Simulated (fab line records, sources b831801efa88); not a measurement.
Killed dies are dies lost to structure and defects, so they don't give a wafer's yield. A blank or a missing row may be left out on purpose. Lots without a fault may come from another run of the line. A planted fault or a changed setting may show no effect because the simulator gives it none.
A struck lot beside a sound one | flow sky130 | 16 steps out of a route of 708
Sound: wafers L676.1, L676.3, L676.6. Struck: wafers L674.4, L674.5, L674.6. The cause comes at the end.
At each step with rows: each side's tool, then ch and its chambers, then its first start. Under that, the readings that differ: sound wafers | struck wafers | difference of the means | sigmas: that difference in standard deviations of wafers without a fault.
alike: readings whose means differ by less than 2 such deviations, and words and numbers that are the same on both sides. not compared: withheld readings, readings that some wafer has no value for, bounds like >300 that may hide the same value, and numbers for which the record gives no deviation and whose values overlap.
The two part at a step that has a row with sigmas, a row that says differs or no value, or rows on one side only. Numbers that don't overlap but have no deviation are shown without sigmas and don't part them. A reading that every wafer of one side lacks parts them only if that side has two wafers or more.

first, 8 steps without rows for these wafers: SKY_POLY_GATE_DEHYDRATE_05 (time 60 s); SKY_POLY_GATE_HMDS_06 (prime time 60 s); SKY_POLY_GATE_COAT_07 (resist thk 110 nm); SKY_POLY_GATE_COAT_08 (resist thk 450 nm); SKY_POLY_GATE_SOFTBAKE_09 (time 90 s); SKY_POLY_GATE_EXPOSE_10 (exposes mask P1M, target cd 150 nm); SKY_POLY_GATE_PEB_11; SKY_POLY_GATE_DEVELOP_12 (develop time 60 s).
SKY_POLY_GATE_CD_MEAS_13: target cd 150 nm.
  sound on cd_sem-01, day 22 06:52; struck on cd_sem-01, day 21 17:55
  alike: cd_nm
SKY_POLY_GATE_OVL_MEAS_14:
  sound on overlay-02, day 22 06:59; struck on overlay-02, day 21 18:00
  alike: POLY_GATE_OVL
SKY_POLY_GATE_ETCH_15: etches BARC in N2/H2, stops on SiO2, time 118.5 s, target depth 110 nm.
  sound on rie_diel-01 ch 0,1,2, day 22 07:01; struck on rie_diel-02 ch 1,2, day 21 18:01
  alike: bias_w, chamber_pressure_mTorr, drypump_motor_current_A, oes_product_au, throttle_valve_pct
  not compared: rf_hours_counter_h
SKY_POLY_GATE_ETCH_16: etches Si3N4 in CH3F/O2, stops on poly-Si, time 147.5 s, target depth 75 nm.
  sound on rie_diel-01 ch 0,1,2, day 22 07:05; struck on rie_diel-02 ch 1,2, day 21 18:06
  alike: O2_flow_sccm, bias_w, chamber_pressure_mTorr, drypump_motor_current_A, oes_product_au, throttle_valve_pct
  not compared: rf_hours_counter_h
SKY_POLY_GATE_ETCH_17: etches poly-Si in HBr/Cl2, stops on SiO2, target depth 180 nm, time 70.5 s.
  sound on rie_si-02 ch 0,1,3, day 22 07:11; struck on rie_si-02 ch 2,3, day 21 18:12
  no value came back on the struck wafers for any of 7 readings (HBr_flow_sccm (sccm), bias_w (W) and others); on the sound wafers HBr_flow_sccm (sccm) reads 149.1 149.7 149.6
  reading                                          | sound             | struck            | difference | sigmas
  model.KrF-thick_of_POLY_GATE_COAT_08.thk_nm (nm) | 140.1 138.3 141.4 | 234.9 232.7 235.6 | +94.5      |
  not compared: rf_hours_counter_h
SKY_POLY_GATE_STRIP_18: strips in O2/N2.
  sound on plasma_asher-02 ch 0,1, day 22 07:15; struck on plasma_asher-04 ch 0,1, day 21 18:17
  reading                      | sound             | struck            | difference | sigmas
  oes_product_au (a.u.)        | 0.364 0.360 0.370 | 0.401 0.396 0.408 | +0.037     | +8
  strip_time_to_endpoint_s (s) | 3.170 3.161 3.184 | 4.186 4.166 4.202 | +1.013     | +34
  alike: chamber_pressure_mTorr, drypump_motor_current_A
  not compared: rf_hours_counter_h
then, 1 step without rows for these wafers: SKY_POLY_GATE_CLEAN_19 (cleans in SC1/SC2, time 150 s).
-- the record jumps here: 27 days lie between the struck wafers' starts before and after (it left off in module POLY_GATE and takes up again in module PAD_OPEN, whose first step shown is number 708 of the route) --
SKY_PAD_OPEN_PROBE_99:
  the record has rows for the struck wafers here (prober-02, day 49 04:11) and none for the sound ones

WHERE THEY PART
First at SKY_POLY_GATE_ETCH_17; last, within this record, at SKY_PAD_OPEN_PROBE_99.

WHY: what the simulator had put in
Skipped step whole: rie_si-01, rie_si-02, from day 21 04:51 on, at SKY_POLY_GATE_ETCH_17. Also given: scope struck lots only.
